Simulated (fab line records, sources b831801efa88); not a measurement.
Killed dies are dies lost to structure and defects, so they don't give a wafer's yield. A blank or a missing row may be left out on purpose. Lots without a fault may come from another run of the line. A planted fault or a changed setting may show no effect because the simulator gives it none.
Which tool did it? | flow sky130 | 24 lots, 72 wafers sampled, at 4 steps of a route of 708

WHAT THE GAUGES READ, wafer by wafer
SKY_FIELD_ISO_THK_MEAS_04. Usual: FIELD_ISO_CVD_03_THK 165.4 nm, standard deviation 1.6.
lot  | measured    | on            | FIELD_ISO_CVD_03_THK (nm) | flag
L074 | day 1 14:47 | film_metro-01 | 163.7 164.1 164.4         |
L075 | day 1 23:08 | film_metro-03 | 163.9 163.2 162.6         |
L076 | day 2 01:48 | film_metro-04 | 164.6 165.1 165.0         |
L077 | day 2 04:30 | film_metro-01 | 163.9 164.4 163.7         |
L078 | day 2 09:59 | film_metro-01 | 164.9 164.1 164.5         |
L079 | day 2 15:18 | film_metro-04 | 164.0 162.7 164.1         |
L080 | day 2 19:29 | film_metro-04 | 163.3 165.1 165.0         |
L081 | day 3 00:53 | film_metro-01 | 167.0 165.8 165.6         |
L082 | day 3 05:30 | film_metro-01 | 165.1 163.2 165.2         |
L083 | day 3 10:52 | film_metro-03 | 163.3 165.0 164.8         |
L084 | day 3 17:44 | film_metro-01 | 167.7 168.4 166.7         |
L085 | day 3 20:52 | film_metro-03 | 164.1 163.6 162.5         |
L086 | day 4 03:33 | film_metro-01 | 166.2 167.1 166.6         |
L087 | day 4 06:43 | film_metro-03 | 163.9 164.6 163.9         |
L088 | day 4 12:31 | film_metro-01 | 166.0 166.9 166.9         |
L089 | day 4 17:22 | film_metro-03 | 164.9 164.9 166.0         |
L090 | day 4 22:12 | film_metro-04 | 166.7 166.8 166.0         |
L091 | day 5 07:05 | film_metro-03 | 169.3 168.2 168.5         |
L092 | day 5 08:52 | film_metro-03 | 165.7 164.4 166.2         |
L093 | day 5 13:55 | film_metro-03 | 167.3 167.2 166.5         |
L094 | day 5 22:20 | film_metro-04 | 165.5 166.3 164.9         |
L095 | day 6 05:57 | film_metro-03 | 166.1 166.1 166.3         |
L096 | day 6 05:58 | film_metro-04 | 167.7 167.6 166.5         |
L097 | day 6 11:38 | film_metro-03 | 165.7 167.3 167.4         |

SKY_NWELL_THK_MEAS_02. Usual: NWELL_OXIDATION_THK 9.93 nm, standard deviation 0.14.
lot  | measured    | on            | NWELL_OXIDATION_THK (nm) | flag
L074 | day 2 11:32 | film_metro-02 | 10.04 9.87 10.11         |
L075 | day 2 19:59 | film_metro-01 | 10.03 9.81 9.87          |
L076 | day 2 23:21 | film_metro-01 | 9.83 10.00 10.08         |
L077 | day 3 03:15 | film_metro-02 | 10.03 10.14 10.01        |
L078 | day 3 11:07 | film_metro-04 | 10.03 9.88 10.15         |
L079 | day 3 16:47 | film_metro-02 | 10.02 9.85 9.99          |
L080 | day 3 17:40 | film_metro-02 | 9.98 9.94 10.04          |
L081 | day 4 01:04 | film_metro-01 | 9.80 9.60 9.63           |
L082 | day 4 04:16 | film_metro-02 | 9.65 9.93 9.91           |
L083 | day 4 09:49 | film_metro-02 | 9.98 9.93 9.91           |
L084 | day 4 16:55 | film_metro-04 | 9.76 9.94 9.90           |
L085 | day 4 20:58 | film_metro-02 | 9.87 9.81 9.69           |
L086 | day 5 07:02 | film_metro-04 | 9.93 9.84 10.03          |
L087 | day 5 07:02 | film_metro-02 | 10.05 9.86 9.99          |
L088 | day 5 14:48 | film_metro-01 | 9.97 9.90 9.93           |
L089 | day 6 06:37 | film_metro-04 | 9.90 9.93 9.70           |
L090 | day 6 12:32 | film_metro-04 | 9.79 9.66 9.82           |
L091 | day 6 16:18 | film_metro-01 | 10.10 9.93 10.13         |
L092 | day 6 16:18 | film_metro-04 | 10.09 9.93 9.77          |
L093 | day 6 18:57 | film_metro-01 | 10.13 9.93 9.92          |
L094 | day 7 01:59 | film_metro-02 | 9.93 9.96 9.83           |
L095 | day 7 09:02 | film_metro-04 | 10.11 9.99 9.91          |
L096 | day 7 09:03 | film_metro-01 | 9.66 9.64 9.75           |
L097 | day 7 13:51 | film_metro-01 | 9.91 10.13 10.00         |

SKY_SPACER_THK_MEAS_01. Usual: SPACER_CVD_00_THK 43.1 nm, standard deviation 0.32.
lot  | measured     | on            | SPACER_CVD_00_THK (nm) | flag
L074 | day 22 23:06 | film_metro-02 | 43.0 42.9 43.1         |
L075 | day 23 11:56 | film_metro-02 | 43.0 43.0 43.3         |
L076 | day 23 11:55 | film_metro-04 | 42.7 42.8 42.8         |
L077 | day 24 01:23 | film_metro-04 | 43.1 43.3 43.6         |
L078 | day 24 15:40 | film_metro-01 | 43.6 43.2 43.2         |
L079 | day 24 19:04 | film_metro-01 | 43.1 42.6 42.9         |
L080 | day 24 22:44 | film_metro-02 | 42.9 43.0 43.2         |
L081 | day 25 07:35 | film_metro-02 | 43.2 43.4 43.4         |
L082 | day 25 20:30 | film_metro-02 | 42.8 43.2 43.1         |
L083 | day 26 05:25 | film_metro-01 | 43.5 43.3 42.8         |
L084 | day 26 14:13 | film_metro-02 | 43.7 43.5 43.3         |
L085 | day 26 19:01 | film_metro-04 | 43.0 43.0 43.2         |
L086 | day 27 08:28 | film_metro-02 | 42.3 42.4 42.4         |
L087 | day 27 13:46 | film_metro-01 | 43.2 43.3 43.7         |
L088 | day 28 02:47 | film_metro-01 | 43.6 43.2 43.1         |
L089 | day 29 03:07 | film_metro-01 | 43.3 43.2 43.6         |
L090 | day 29 06:12 | film_metro-02 | 42.8 42.9 42.9         |
L091 | day 30 07:13 | film_metro-02 | 43.2 42.8 42.8         |
L092 | day 29 14:13 | film_metro-04 | 43.4 43.4 43.2         |
L093 | day 30 07:17 | film_metro-02 | 43.1 43.1 42.8         |
L094 | day 30 07:17 | film_metro-04 | 42.6 42.9 42.6         |
L095 | day 30 15:37 | film_metro-02 | 42.7 42.5 42.9         |
L096 | day 30 14:25 | film_metro-02 | 42.8 43.0 42.9         |
L097 | day 30 22:02 | film_metro-04 | 43.5 43.5 43.2         |

SKY_VIA1_OVL_MEAS_13. Usual: VIA1_OVL -2 nm, standard deviation 4.7.
lot  | measured     | on         | VIA1_OVL (nm) | flag
L074 | day 34 04:11 | overlay-02 | -2 -2 3       |
L075 | day 34 12:19 | overlay-02 | -1 -3 -4      |
L076 | day 34 11:58 | overlay-01 | -15 -2 -5     |
L077 | day 34 17:41 | overlay-02 | 5 7 -3        |
L078 | day 35 13:02 | overlay-02 | 2 -9 -1       |
L079 | day 35 13:41 | overlay-02 | -11 -5 0      |
L080 | day 35 18:36 | overlay-01 | -1 1 -5       |
L081 | day 35 21:39 | overlay-01 | -8 -10 -7     |
L082 | day 36 15:39 | overlay-02 | 1 3 -3        |
L083 | day 36 21:53 | overlay-01 | 4 2 -2        |
L084 | day 37 01:14 | overlay-01 | 2 1 4         |
L085 | day 37 09:53 | overlay-01 | -2 -4 0       |
L086 | day 37 20:59 | overlay-01 | 0 -1 0        |
L087 | day 38 02:10 | overlay-01 | 5 6 2         |
L088 | day 38 10:38 | overlay-02 | -6 -7 -11     |
L089 | day 39 09:23 | overlay-02 | 0 -3 6        |
L090 | day 39 13:22 | overlay-02 | -8 -3 -5      |
L091 | day 40 10:20 | overlay-01 | 5 0 8         |
L092 | day 39 18:44 | overlay-01 | -1 -2 -1      |
L093 | day 40 12:35 | overlay-01 | -2 5 4        |
L094 | day 40 11:18 | overlay-02 | 2 -2 -7       |
L095 | day 40 17:55 | overlay-01 | -5 -3 -13     |
L096 | day 40 17:06 | overlay-01 | 6 8 6         |
L097 | day 40 22:32 | overlay-02 | -5 -1 1       |

WHICH TOOL RAN EACH LOT (tool, then ch and the chambers of the sampled wafers, then the start)
The record holds no process step before these readings.

WHAT THE TOOLS THEMSELVES READ (means of the sampled wafers that have a number; where no wafer has one, the mark that the record gives instead)
The record holds no such reading with a usual standard deviation.

THE ANSWER, worked out from the rows above alone
Rule: a lot is off if the mean of its wafers that have a number lies more than 3 standard deviations from the usual mean. A lot without any number at a reading at which 4 lots or more have one is off too. The other lots that the step has rows for count as sound. The gauges are gone through in route order, then the tools' own readings, and for those a lot's mean is taken as printed above. The first step at which some lot is off is used, and at that step the reading that is off furthest; a lot without a number counts as furthest.
No lot is off at any reading shown: from this, nothing can be told.

WHAT THE SIMULATOR HAD PUT IN
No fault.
